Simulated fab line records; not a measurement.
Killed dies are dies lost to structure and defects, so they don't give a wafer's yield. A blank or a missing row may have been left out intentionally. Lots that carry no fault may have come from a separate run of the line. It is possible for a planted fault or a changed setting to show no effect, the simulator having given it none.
A lot that was struck, set against a sound lot -- flow sfqLine -- 21 out of 325 route steps
Sound: these wafers, L978.1, L978.2, L978.5. Wafers struck: L969.4, L969.5, L969.6. Last of all comes the cause.
Each step with rows lists, per side, the tool, then ch with its chambers, then its first start. Under that, the readings that differ: sound wafers -- struck wafers -- difference of the means -- sigmas: that difference in standard deviations of wafers without a fault.
alike: a reading whose means differ by less than 2 such deviations, as well as words and numbers matching on both sides. not compared: withheld readings; readings where some wafer has no value; bounds like >300 that might hide an equal value; numbers whose values overlap and for which the record gives no deviation.
Wherever a step has rows on one side only, a row that says differs or no value, or a row with sigmas, the two part there. Numbers that have no deviation but don't overlap get no sigmas and don't part them. A reading missing from all wafers of one side parts the sides only when that side holds two or more wafers.

first, 5 steps without rows for these wafers: SFQ_TRILAYER_JJ_CE_LITHO_COAT_114 (resist thk 600 nm); SFQ_TRILAYER_JJ_CE_LITHO_SOFTBAKE_118; SFQ_TRILAYER_JJ_CE_LITHO_EXPOSE_115 (exposes mask J5, target cd 700 nm); SFQ_TRILAYER_JJ_CE_LITHO_PEB_117 (peb time 60 s); SFQ_TRILAYER_JJ_CE_LITHO_DEVELOP_116 (time 60 s).
SFQ_JJ_OVL_MEAS_931:
  sound on overlay-01 at day 60 00:32; struck on overlay-02 at day 57 13:45
reading,sound,struck,difference,sigmas
J5_OVL (nm),12 12 13,-10 -8 -6,-20,-4
SFQ_TRILAYER_JJ_CE_METRO_MEASURE_117:
  sound on cdSem-01 at day 60 00:34; struck on cdSem-02 at day 57 14:22
  alike: cdNm
SFQ_TRILAYER_JJ_CE_BARC_OPEN_RIE_150: chemistry O2, target BARC, target depth 240 nm, time 80 s.
  sound on rieMetal-03 ch 0,1, day 60 01:46; struck on rieMetal-02 ch 0,1, day 57 15:00
  alike: drypumpMotorCurrentA, heBacksideLeakSccm, oesProductAu
  not compared: rfHoursCounterH
SFQ_TRILAYER_JJ_CE_ETCH_RIE_118: chemistry SF6, target Nb, stops on Al2O3, time 97.7 s, target depth 170 nm.
  sound on rieMetal-03 ch 0,1, day 60 01:52; struck on rieMetal-02 ch 0,1, day 57 15:06
  alike: drypumpMotorCurrentA, heBacksideLeakSccm, oesProductAu
  not compared: rfHoursCounterH
after that, 1 step had no rows for these wafers: SFQ_TRILAYER_JJ_ANODIZE_ANODIZE_119.
SFQ_TRILAYER_JJ_CE_STRIP_STRIP_120: strips in O2.
  sound on rieMetal-01 ch 0,1, day 60 02:28; struck on rieMetal-03 ch 0,1, day 57 15:52
  alike: drypumpMotorCurrentA, heBacksideLeakSccm, oesProductAu
  not compared: rfHoursCounterH
then, 1 step without rows for these wafers: SFQ_TRILAYER_JJ_CE_STRIP_SOLV_CLEAN_121 (cleans in NMP, time 600 s).
SFQ_TRILAYER_M5_LITHO_COAT_128: resist thk 62 nm.
  sound on lithoTrack-01 ch 0, day 60 03:15; struck on lithoTrack-04 ch 0, day 57 16:36
reading,sound,struck,difference,sigmas
model.BARC_of_TRILAYER_M5_LITHO_COAT_128.thkNm (nm),61.99 61.95 61.86,65.47 65.46 65.44,+3.52,
  alike: spinSpeedRpm
then, 5 steps without rows for these wafers: SFQ_TRILAYER_M5_LITHO_COAT_123 (resist thk 600 nm); SFQ_TRILAYER_M5_LITHO_SOFTBAKE_127; SFQ_TRILAYER_M5_LITHO_EXPOSE_124 (exposes mask M5, target cd 700 nm); SFQ_TRILAYER_M5_LITHO_PEB_126 (peb time 60 s); SFQ_TRILAYER_M5_LITHO_DEVELOP_125 (time 60 s).
SFQ_M5_OVL_MEAS_932:
  sound on overlay-02 at day 60 05:30; struck on overlay-01 at day 57 19:49
  alike: M5_OVL
SFQ_TRILAYER_M5_BARC_OPEN_METAL_ETCH_161: etches BARC in O2, target depth 125 nm, time 41.7 s.
  sound on rieMetal-04 ch 0,1, day 60 05:32; struck on rieMetal-02 ch 0,1, day 57 19:50
reading,sound,struck,difference,sigmas
oesProductAu (a.u.),0.682 0.685 0.681,0.707 0.701 0.704,+0.021,+5
model.etch.depthNm (nm),61.99 61.95 61.86,65.47 65.46 65.44,+3.52,
  alike: drypumpMotorCurrentA, heBacksideLeakSccm
  not compared: rfHoursCounterH
SFQ_TRILAYER_M5_ETCH_METAL_ETCH_126: etches Nb in Cl2/BCl3, stops on SiO2, time 203.2 s, target depth 265 nm.
  sound on rieMetal-04 ch 0,1, day 60 05:35; struck on rieMetal-02 ch 0,1, day 57 19:57
  alike: drypumpMotorCurrentA, heBacksideLeakSccm, oesProductAu
  not compared: rfHoursCounterH

## WHERE THEY PART
At SFQ_JJ_OVL_MEAS_931 first; at SFQ_TRILAYER_M5_BARC_OPEN_METAL_ETCH_161 last (within this record only). Later steps at which nothing parts them and some readings are alike: SFQ_TRILAYER_M5_ETCH_METAL_ETCH_126.

WHY: the cause the simulator had injected
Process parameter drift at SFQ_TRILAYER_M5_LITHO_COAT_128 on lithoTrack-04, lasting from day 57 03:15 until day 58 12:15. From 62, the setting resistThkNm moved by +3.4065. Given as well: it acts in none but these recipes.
